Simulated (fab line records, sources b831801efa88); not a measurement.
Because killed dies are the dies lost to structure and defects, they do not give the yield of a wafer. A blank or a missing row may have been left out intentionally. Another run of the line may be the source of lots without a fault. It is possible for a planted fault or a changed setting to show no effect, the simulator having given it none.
The tool behind it: which one? | flow sky130 | 14 lots, 42 wafers sampled, at 2 steps of a route of 708

## WHAT THE GAUGES READ, wafer by wafer
The record holds no reading of a measuring or inspecting step that can be judged against a usual standard deviation.

## TOOL THAT RAN EACH LOT (tool first, then ch and the chambers of the sampled wafers, then the start)
lot  | SKY_VT_ADJUST_NCORE_SOFTBAKE_03   | SKY_PAD_OPEN_PROBE_99
L561 | litho track-01 ch 0, day 8 00:59  | -
L562 | litho track-04 ch 0, day 8 04:31  | -
L563 | litho track-04 ch 0, day 8 15:18  | -
L564 | litho track-01 ch 0, day 8 23:49  | -
L565 | litho track-01 ch 0, day 9 06:47  | -
L566 | litho track-04 ch 0, day 9 11:15  | -
L567 | litho track-03 ch 0, day 9 20:00  | -
L568 | litho track-03 ch 0, day 9 23:36  | prober-01, day 47 12:58
L569 | litho track-03 ch 0, day 10 08:54 | -
L573 | litho track-03 ch 0, day 11 13:15 | -
L575 | litho track-03 ch 0, day 11 23:52 | -
L581 | litho track-04 ch 0, day 13 22:16 | prober-01, day 50 11:09
L582 | litho track-04 ch 0, day 14 07:06 | prober-02, day 50 13:48
L584 | litho track-01 ch 0, day 14 21:34 | -
- SKY_VT_ADJUST_NCORE_SOFTBAKE_03: time 60 s.
- SKY_PAD_OPEN_PROBE_99

## WHAT THE TOOLS THEMSELVES READ (means of the sampled wafers that have a number; where no wafer has one, the mark that the record gives instead)
SKY_VT_ADJUST_NCORE_SOFTBAKE_03. Usual: exhaust pa 44.9 Pa, standard deviation 0.95; heater power total W 56.59 W, standard deviation 0.044; plate temp C 89.96 C, standard deviation 0.12; run length s 89.04 s, standard deviation 0.22.
lot  | tool           | exhaust pa (Pa) | heater power total W (W) | plate temp C (C) | run length s (s) | flag
L561 | litho track-01 | 44.5            | 56.61                    | 89.94            | 89.14            |
L562 | litho track-04 | 45.4            | 56.58                    | 89.93            | 89.22            |
L563 | litho track-04 | 44.8            | 56.57                    | 89.90            | 89.20            |
L564 | litho track-01 | 45.2            | 56.55                    | 90.04            | 89.13            |
L565 | litho track-01 | 43.6            | 56.61                    | 89.95            | 89.25            |
L566 | litho track-04 | 45.6            | 56.65                    | 89.88            | 89.17            |
L567 | litho track-03 | 44.4            | 56.61                    | 89.94            | 88.78            |
L568 | litho track-03 | 45.1            | 56.56                    | 90.03            | 88.87            |
L569 | litho track-03 | 45.9            | 56.58                    | 90.10            | 88.70            |
L573 | litho track-03 | 45.1            | 56.81                    | 89.91            | 87.96            | OFF
L575 | litho track-03 | 44.1            | 56.86                    | 90.02            | 87.98            | OFF
L581 | litho track-04 | 43.8            | 56.62                    | 89.79            | 89.28            |
L582 | litho track-04 | 44.2            | 56.57                    | 90.04            | 89.20            |
L584 | litho track-01 | 45.2            | 56.63                    | 89.86            | 89.11            |

SKY_PAD_OPEN_PROBE_99. Usual: killed_at_M0_to_M3 45, standard deviation 7.3; killed_at_M4_up 3.1, standard deviation 1.7; killed at contacts 25, standard deviation 5.1; killed at front end 15, standard deviation 4.5; killed at other 0.3, standard deviation 0.56; killed dies 88, standard deviation 9.4; killed open 47, standard deviation 6.6; killed short 40, standard deviation 6.9.
lot  | tool      | killed_at_M0_to_M3 | killed_at_M4_up | killed at contacts | killed at front end | killed at other | killed dies | killed open | killed short | flag
L568 | prober-01 | 37                 | 4.0             | 29                 | 12                  | 0.3             | 83          | 45          | 37           |
L581 | prober-01 | 48                 | 2.0             | 24                 | 10                  | 1.0             | 85          | 46          | 38           |
L582 | prober-02 | 43                 | 4.0             | 24                 | 11                  | 0.0             | 83          | 45          | 38           |

## THE ANSWER, worked out from the rows above alone
Rule: a lot counts as off when the mean over its wafers that have a number is more than 3 standard deviations away from the usual mean. Also off: a lot with no number at a reading for which 4 or more lots have one. The other lots that the step has rows for count as sound. The gauges are gone through in route order, then the tools' own readings, and for those a lot's mean is taken as printed above. At the first step where some lot is off, the reading lying furthest off is the one used; lots without a number count as furthest.
Off: L573, L575, at SKY_VT_ADJUST_NCORE_SOFTBAKE_03 (heater power total W).
If a tool, at that step or one of the process steps before it, ran each lot that is off and ran no sound lot following the first of them, it fits. One fits: litho track-03 at SKY_VT_ADJUST_NCORE_SOFTBAKE_03. A fault onset in the window from L569 (day 10 08:54, its last sound lot) to L573 (day 11 13:15, its first lot off) fits.
The tool's own readings at SKY_VT_ADJUST_NCORE_SOFTBAKE_03 bear it out: on the lots that are off they differ by more than 5 times the standard deviation of the sound lots' means. heater power total W reads 56.84 W there against 56.59 W on the sound lots; run length s reads 87.97 s there against 89.09 s on the sound lots.

## WHAT HAD BEEN PUT IN BY THE SIMULATOR
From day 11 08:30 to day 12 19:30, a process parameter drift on litho track-03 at SKY_VT_ADJUST_NCORE_SOFTBAKE_03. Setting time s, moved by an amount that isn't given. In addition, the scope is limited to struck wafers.
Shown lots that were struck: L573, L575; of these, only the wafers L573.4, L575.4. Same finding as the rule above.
